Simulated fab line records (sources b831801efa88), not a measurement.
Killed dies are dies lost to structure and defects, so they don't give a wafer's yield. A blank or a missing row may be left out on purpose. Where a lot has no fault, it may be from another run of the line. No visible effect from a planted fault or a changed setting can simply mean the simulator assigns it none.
fab line records -- flow sky130
record lots=11, wafers=33, last_day=50
route steps=708 shown VIA1@482 METAL2@484 VIA2@507 PAD_OPEN@708
lots that met no fault: taken from a fault-free run of the same line
start_h: hours from the record's opening day to when the first of the lot's shown wafers began -- wait_h: time in hours since the lot's previous step -- " the same as in the row above -- L1.1+2: one row covering several wafers at once -- - value missing, or start not given -- * or withheld: withheld -- < > ~ a bound
route shown NAME@n: names a module that has steps shown in the file, with the first one's number in the route -- usual: mean/standard deviation taken from wafers without a fault -- same: alike in all rows -- chamber/n: place in a boat -- sites: each site's reading -- _std_site: the values' standard deviation -- _edge_site: mean of outer sites minus mean of inner sites -- radius_mm: how far each site lies from the wafer's centre -- mask NAME#n: copy n -- behind: tool/chamber where the wafer was last shaped -- hold: why the lot went on hold/how many hours it stayed there/how the hold came to an end -- device: which transistor (n, p or np) failed to switch -- end of line: at the end of the route, the tests of the same wafers -- a step without rows: its recipe alone -- killed: dies lost to structure and defects at the first sort, not the wafer's yield -- map: the dies of a wafer, with x for killed, . for not killed, _ for no die there
set.NAME: the setting the step ran with; set.NAME@STEP: the setting that earlier step ran with -- model.NAME: the simulator's own value behind a step, which no gauge read
a sample of lots followed through the steps of the route, with each step as a table and each wafer as a row
services: a tool's chamber out of use, with start hour (start_h, from the record's first day; less than 0 if before it), hours out, and reason
## steps
# step SKY_VIA1_CMP_24
# recipe stop_on=SiO2, t_overpolish_s=15, down_force_psi=3.5, platen_rpm=60, target_thk_nm=0, pad_velocity_m_s=0.94248
# usual edge_zone_pressure_frac=1.000/0.0048, motor_current_A=10.8/0.97, overpolish_run_s=14.999/0.0082, time_to_endpoint_s=66.4/2.9
lot.wafer,tool,chamber,start_h,wait_h,edge_zone_pressure_frac,motor_current_A,overpolish_run_s,time_to_endpoint_s
L578.3,cmp-02,0,819.63,0.0,1.002,10.8,14.989,69.9
L578.2,cmp-02,1,819.63,0.0,1.003,10.1,15.006,70.6
L578.5,cmp-02,1,819.63,0.0,1.000,10.8,14.992,69.8
L577.4,cmp-01,2,821.75,0.1,1.005,12.6,14.989,62.9
L577.3,cmp-01,3,821.75,0.1,1.002,11.1,14.988,69.0
L577.5,cmp-01,0,821.75,0.1,0.997,12.7,14.989,59.6
L579.4,cmp-02,1,833.73,0.1,0.999,10.3,15.004,68.3
L579.1,cmp-02,2,833.73,0.1,0.988,9.2,14.995,65.5
L579.5,cmp-02,0,833.73,0.1,0.998,10.5,15.000,68.7
L580.4,cmp-02,2,836.92,0.0,1.000,9.3,14.990,69.2
L580.3,cmp-02,0,836.92,0.0,1.009,10.1,14.988,69.6
L580.2,cmp-02,1,836.92,0.0,0.995,10.6,14.998,71.8
L582.4,cmp-02,3,848.79,0.1,0.996,9.9,14.990,67.6
L582.1,cmp-02,1,848.79,0.1,1.000,10.5,14.997,69.5
L582.5,cmp-02,3,848.79,0.1,1.002,10.0,14.994,67.9
L586.4,cmp-02,3,877.53,0.1,0.995,10.2,15.014,65.0
L586.1,cmp-02,1,877.53,0.1,0.993,10.7,14.999,65.4
L586.6,cmp-02,2,877.53,0.1,0.999,9.2,14.988,65.1
L588.3,cmp-02,3,890.37,0.1,1.011,10.1,15.006,64.1
L588.4,cmp-02,0,890.37,0.1,0.998,10.8,14.977,68.4
L588.5,cmp-02,3,890.37,0.1,1.008,10.0,15.005,65.7
L590.4,cmp-02,1,904.24,0.1,1.002,10.6,14.994,69.8
L590.1,cmp-02,2,904.24,0.1,0.995,9.5,15.005,64.1
L590.6,cmp-02,3,904.24,0.1,1.001,10.5,14.983,64.1
L596.2,cmp-02,2,941.94,0.1,1.002,9.2,14.996,69.1
L596.6,cmp-02,1,941.94,0.1,1.001,10.5,14.999,72.0
L596.5,cmp-02,2,941.94,0.1,0.992,9.9,14.999,71.0
L598.4,cmp-01,0,957.69,0.2,0.996,11.9,15.011,63.2
L598.6,cmp-01,1,957.69,0.2,1.005,10.6,14.990,64.2
L598.5,cmp-01,2,957.69,0.2,0.991,13.2,15.007,62.3
L599.1,cmp-02,1,965.37,0.1,0.998,10.6,15.000,67.5
L599.4,cmp-02,3,965.37,0.1,1.005,10.0,15.010,66.3
L599.3,cmp-02,0,965.37,0.1,1.000,10.7,15.001,65.7
# step SKY_METAL2_SPUTTER_01
# recipe material=TiN, target_thk_nm=20, power_w=6500, time_s=16.7, chamber_pressure_pa=0.4
# usual throttle_valve_pct=30.2/1.5
lot.wafer,tool,chamber,start_h,wait_h,throttle_valve_pct
L578.2,pvd_sputter-04,-,819.96,0.0,29.8
L578.3,pvd_sputter-04,-,819.96,0.0,31.9
L578.5,pvd_sputter-04,-,819.96,0.0,31.7
L577.3,pvd_sputter-03,-,821.97,0.0,29.6
L577.4,pvd_sputter-03,-,821.97,0.0,33.1
L577.5,pvd_sputter-03,-,821.97,0.0,33.2
L579.1,pvd_sputter-03,-,834.01,0.0,33.3
L579.4,pvd_sputter-03,-,834.01,0.0,29.7
L579.5,pvd_sputter-03,-,834.01,0.0,29.3
L580.2,pvd_sputter-03,-,837.25,0.0,29.2
L580.3,pvd_sputter-03,-,837.25,0.0,32.8
L580.4,pvd_sputter-03,-,837.25,0.0,29.5
L582.1,pvd_sputter-03,-,849.06,0.0,29.4
L582.4,pvd_sputter-03,-,849.06,0.0,31.5
L582.5,pvd_sputter-03,-,849.06,0.0,33.3
L586.1,pvd_sputter-04,-,877.80,0.0,32.0
L586.4,pvd_sputter-04,-,877.80,0.0,28.2
L586.6,pvd_sputter-04,-,877.80,0.0,29.6
L588.3,pvd_sputter-01,-,890.64,0.0,31.0
L588.4,pvd_sputter-01,-,890.64,0.0,30.0
L588.5,pvd_sputter-01,-,890.64,0.0,31.0
L590.1,pvd_sputter-04,-,904.46,0.0,29.7
L590.4,pvd_sputter-04,-,904.46,0.0,29.2
L590.6,pvd_sputter-04,-,904.46,0.0,31.9
L596.2,pvd_sputter-04,-,942.21,0.0,29.3
L596.5,pvd_sputter-04,-,942.21,0.0,29.3
L596.6,pvd_sputter-04,-,942.21,0.0,31.5
L598.4,pvd_sputter-04,-,957.86,0.0,30.1
L598.5,pvd_sputter-04,-,957.86,0.0,32.3
L598.6,pvd_sputter-04,-,957.86,0.0,29.5
L599.1,pvd_sputter-01,-,965.69,0.0,31.1
L599.3,pvd_sputter-01,-,965.69,0.0,31.0
L599.4,pvd_sputter-01,-,965.69,0.0,30.1
# step SKY_METAL2_SPUTTER_04
# recipe material=TiN, target_thk_nm=70, power_w=6500, time_s=58.3, chamber_pressure_pa=0.4
# usual throttle_valve_pct=30.2/1.5
lot.wafer,tool,chamber,start_h,wait_h,throttle_valve_pct
L578.2,pvd_sputter-04,-,820.02,0.0,29.9
L578.3,pvd_sputter-04,-,820.02,0.0,31.6
L578.5,pvd_sputter-04,-,820.02,0.0,31.8
L577.3,pvd_sputter-03,-,822.04,0.0,29.7
L577.4,pvd_sputter-03,-,822.04,0.0,33.2
L577.5,pvd_sputter-03,-,822.04,0.0,32.8
L579.1,pvd_sputter-03,-,834.08,0.0,33.2
L579.4,pvd_sputter-03,-,834.08,0.0,29.8
L579.5,pvd_sputter-03,-,834.08,0.0,29.4
L580.2,pvd_sputter-03,-,837.31,0.0,29.1
L580.3,pvd_sputter-03,-,837.31,0.0,32.8
L580.4,pvd_sputter-03,-,837.31,0.0,29.6
L582.1,pvd_sputter-03,-,849.13,0.0,29.7
L582.4,pvd_sputter-03,-,849.13,0.0,31.6
L582.5,pvd_sputter-03,-,849.13,0.0,33.3
L586.1,pvd_sputter-04,-,877.87,0.0,32.0
L586.4,pvd_sputter-04,-,877.87,0.0,28.6
L586.6,pvd_sputter-04,-,877.87,0.0,29.8
L588.3,pvd_sputter-01,-,890.71,0.0,31.1
L588.4,pvd_sputter-01,-,890.71,0.0,30.0
L588.5,pvd_sputter-01,-,890.71,0.0,30.8
L590.1,pvd_sputter-04,-,904.53,0.0,29.9
L590.4,pvd_sputter-04,-,904.53,0.0,29.9
L590.6,pvd_sputter-04,-,904.53,0.0,31.8
L596.2,pvd_sputter-04,-,942.28,0.0,29.6
L596.5,pvd_sputter-04,-,942.28,0.0,29.7
L596.6,pvd_sputter-04,-,942.28,0.0,31.9
L598.4,pvd_sputter-04,-,957.93,0.0,29.7
L598.5,pvd_sputter-04,-,957.93,0.0,31.7
L598.6,pvd_sputter-04,-,957.93,0.0,29.4
L599.1,pvd_sputter-01,-,965.76,0.0,30.8
L599.3,pvd_sputter-01,-,965.76,0.0,31.4
L599.4,pvd_sputter-01,-,965.76,0.0,30.0
# step SKY_VIA2_HDPCVD_00
# recipe material=SiO2, target_thk_nm=1180, sigma_open_frac=0.3, time_s=196.7, temp_c=400, sih4_flow_sccm=60, pressure_mtorr=6
# usual run_length_s=224.2/0.43
lot.wafer,tool,chamber,start_h,wait_h,run_length_s
L578.2,hdpcvd-02,0,848.58,0.0,225.2
L578.3,hdpcvd-02,1,848.58,0.0,223.6
L578.5,hdpcvd-02,1,848.58,0.0,224.1
L577.3,hdpcvd-01,2,849.53,0.0,223.8
L577.4,hdpcvd-01,0,849.53,0.0,224.2
L577.5,hdpcvd-01,2,849.53,0.0,223.6
L579.1,hdpcvd-01,0,861.87,0.0,224.0
L579.4,hdpcvd-01,1,861.87,0.0,224.2
L579.5,hdpcvd-01,2,861.87,0.0,223.7
L580.2,hdpcvd-01,0,864.15,0.0,223.9
L580.3,hdpcvd-01,1,864.15,0.0,224.2
L580.4,hdpcvd-01,2,864.15,0.0,224.0
L582.1,hdpcvd-01,0,875.00,0.0,224.5
L582.4,hdpcvd-01,0,875.00,0.0,223.9
L582.5,hdpcvd-01,1,875.00,0.0,224.2
L586.1,hdpcvd-01,2,904.25,0.0,223.5
L586.4,hdpcvd-01,2,904.25,0.0,223.6
L586.6,hdpcvd-01,0,904.25,0.0,224.8
L588.3,hdpcvd-02,1,917.28,0.0,224.2
L588.4,hdpcvd-02,2,917.28,0.0,224.6
L588.5,hdpcvd-02,0,917.28,0.0,224.4
L590.1,hdpcvd-01,2,930.76,0.0,223.4
L590.4,hdpcvd-01,0,930.76,0.0,223.9
L590.6,hdpcvd-01,2,930.76,0.0,223.7
L596.2,hdpcvd-02,2,967.05,0.0,224.3
L596.5,hdpcvd-02,1,967.05,0.0,223.3
L596.6,hdpcvd-02,0,967.05,0.0,282.3
L598.4,hdpcvd-02,1,982.90,0.1,223.9
L598.5,hdpcvd-02,2,982.90,0.1,224.4
L598.6,hdpcvd-02,0,982.90,0.1,282.4
L599.1,hdpcvd-01,2,989.79,0.0,223.8
L599.3,hdpcvd-01,0,989.79,0.0,223.9
L599.4,hdpcvd-01,2,989.79,0.0,223.5
# step SKY_VIA2_THK_MEAS_01
# recipe reads=SiO2_of_VIA2_HDPCVD_00
# usual VIA2_HDPCVD_THK=1175/11
lot.wafer,tool,chamber,start_h,wait_h,VIA2_HDPCVD_THK[nm]
L578.2,film_metro-04,-,848.72,0.1,1181
L578.3,film_metro-04,-,848.72,0.1,1191
L578.5,film_metro-04,-,848.72,0.1,1176
L577.3,film_metro-03,-,849.68,0.1,1157
L577.4,film_metro-03,-,849.68,0.1,1157
L577.5,film_metro-03,-,849.68,0.1,1179
L579.1,film_metro-04,-,862.00,0.1,1195
L579.4,film_metro-04,-,862.00,0.1,1195
L579.5,film_metro-04,-,862.00,0.1,1188
L580.2,film_metro-04,-,864.29,0.1,1182
L580.3,film_metro-04,-,864.29,0.1,1162
L580.4,film_metro-04,-,864.29,0.1,1170
L582.1,film_metro-02,-,875.12,0.1,1170
L582.4,film_metro-02,-,875.12,0.1,1169
L582.5,film_metro-02,-,875.12,0.1,1171
L586.1,film_metro-04,-,904.37,0.1,1155
L586.4,film_metro-04,-,904.37,0.1,1161
L586.6,film_metro-04,-,904.37,0.1,1157
L588.3,film_metro-04,-,917.43,0.1,1188
L588.4,film_metro-04,-,917.43,0.1,1190
L588.5,film_metro-04,-,917.43,0.1,1173
L590.1,film_metro-04,-,930.89,0.1,1174
L590.4,film_metro-04,-,930.89,0.1,1173
L590.6,film_metro-04,-,930.89,0.1,1185
L596.2,film_metro-02,-,967.18,0.1,1185
L596.5,film_metro-02,-,967.18,0.1,1174
L596.6,film_metro-02,-,967.18,0.1,1543
L598.4,film_metro-03,-,983.00,0.0,1181
L598.5,film_metro-03,-,983.00,0.0,1177
L598.6,film_metro-03,-,983.00,0.0,1549
L599.1,film_metro-04,-,989.92,0.1,1174
L599.3,film_metro-04,-,989.92,0.1,1176
L599.4,film_metro-04,-,989.92,0.1,1166
# step SKY_PAD_OPEN_PROBE_99
# usual defect_limited_yield=82.5/2, killed_at_M0_to_M3=43/7.1, killed_at_M4_up=3.3/2, killed_at_contacts=24/5.1, killed_at_front_end=15/4.6, killed_at_other=0.3/0.6, killed_dies=86/9.6, killed_open=46/7.3, killed_short=39/6.7, sort_bin_3_pad_short=0.9/0.44, sort_bin_5_function=10.4/1.5, sort_bin_6_memory=6.2/1.1, sort_n_pass=406/9.6, sort_yield_pct=82.5/2
# same gross_dies=492, killed_at_back_side=0, sort_bin_4_leakage[%]=0, sort_bin_8_speed[%]=0
lot.wafer,tool,chamber,start_h,wait_h,defect_limited_yield[%],killed_at_M0_to_M3,killed_at_M4_up,killed_at_contacts,killed_at_front_end,killed_at_other,killed_dies,killed_open,killed_short,sort_bin_3_pad_short[%],sort_bin_5_function[%],sort_bin_6_memory[%],sort_n_pass,sort_yield_pct[%]
L586.1,prober-01,-,1142.65,0.1,82.1,43,5,27,13,0,88,43,45,1.2,10.6,6.1,404,82.1
L586.4,prober-01,-,1142.80,0.2,81.9,41,0,32,16,0,89,49,40,0.6,12.0,5.5,403,81.9
L586.6,prober-01,-,1142.90,0.2,83.5,50,2,22,6,1,81,38,42,1.2,8.9,6.3,411,83.5
# killed by level:class
L586.1 LI_CONTACT:geometric_particle:open=11 METAL1:geometric_particle:short=8 VIA1:geometric_particle:open=8 METAL2:geometric_particle:short=8 FIELD_ISO:geometric_particle:short=6 LOCAL_INTERCONNECT:geometric_particle:short=5 CONTACT:geometric_particle:open=5 VIA2:geometric_particle:open=4
L586.4 VIA1:geometric_particle:open=12 LI_CONTACT:geometric_particle:open=11 METAL1:geometric_particle:short=9 CONTACT:geometric_particle:open=7 LOCAL_INTERCONNECT:geometric_particle:short=6 FIELD_ISO:geometric_particle:open=5 METAL2:geometric_particle:short=5 CONTACT:geometric_particle:short=4
L586.6 VIA2:geometric_particle:short=10 VIA1:geometric_particle:open=8 VIA3:geometric_particle:open=8 LI_CONTACT:geometric_particle:open=6 METAL1:geometric_particle:short=6 METAL2:geometric_particle:short=6 VIA1:geometric_particle:short=4 LI_CONTACT:geometric_particle:short=4
## services
tool,chamber,start_h,hours,kind
hdpcvd-02,0,833.49,4.1,repair
cmp-01,-,853.36,0.3,repair
hdpcvd-02,-,861.50,0.9,repair
pvd_sputter-01,-,882.35,0.6,repair
pvd_sputter-03,-,882.81,15.7,repair
pvd_sputter-03,-,884.85,2.9,repair
cmp-02,-,907.98,4.4,repair
cmp-02,-,912.37,4.0,pm
cmp-02,-,916.37,-,consumable_replace:conditioner
cmp-02,-,916.37,-,consumable_replace:pad
pvd_sputter-03,3,919.62,-,consumable_replace:kit
pvd_sputter-03,3,919.62,18.0,scheduled_down
cmp-02,-,921.19,4.5,pm
pvd_sputter-01,-,932.95,8.8,repair
hdpcvd-01,2,948.83,5.1,repair
hdpcvd-02,-,950.25,15.0,pm
pvd_sputter-01,-,957.74,1.2,repair
pvd_sputter-03,-,958.76,12.5,repair
pvd_sputter-04,3,962.08,-,consumable_replace:kit
pvd_sputter-04,3,962.08,18.0,scheduled_down
pvd_sputter-04,3,962.08,18.0,vent_cycle
cmp-02,-,970.90,11.5,pm
hdpcvd-02,-,986.02,1.6,repair
pvd_sputter-01,-,988.33,20.5,repair
## key
first_sign step=SKY_VIA2_HDPCVD_00, reading=run_length_s, direction=up, sigmas=99+, usual=*, struck=*
effect step=SKY_VIA2_THK_MEAS_01, reading=VIA2_HDPCVD_THK, direction=up, sigmas=32, usual=1175, struck=1546
met_at SKY_VIA2_HDPCVD_00
struck_lots L596,L598
struck_wafers L596.6,L598.6
not_acting_at SKY_VIA1_CMP_24,SKY_METAL2_SPUTTER_01,SKY_METAL2_SPUTTER_04
onset_between 917.28 967.05
fault kind=process_parameter_drift, tool=hdpcvd-02, chamber=0, onset_h=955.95, steps=SKY_VIA2_HDPCVD_00, channel=time_s, offset=*, shape=step, end_h=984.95, acts_in=*, stated=*
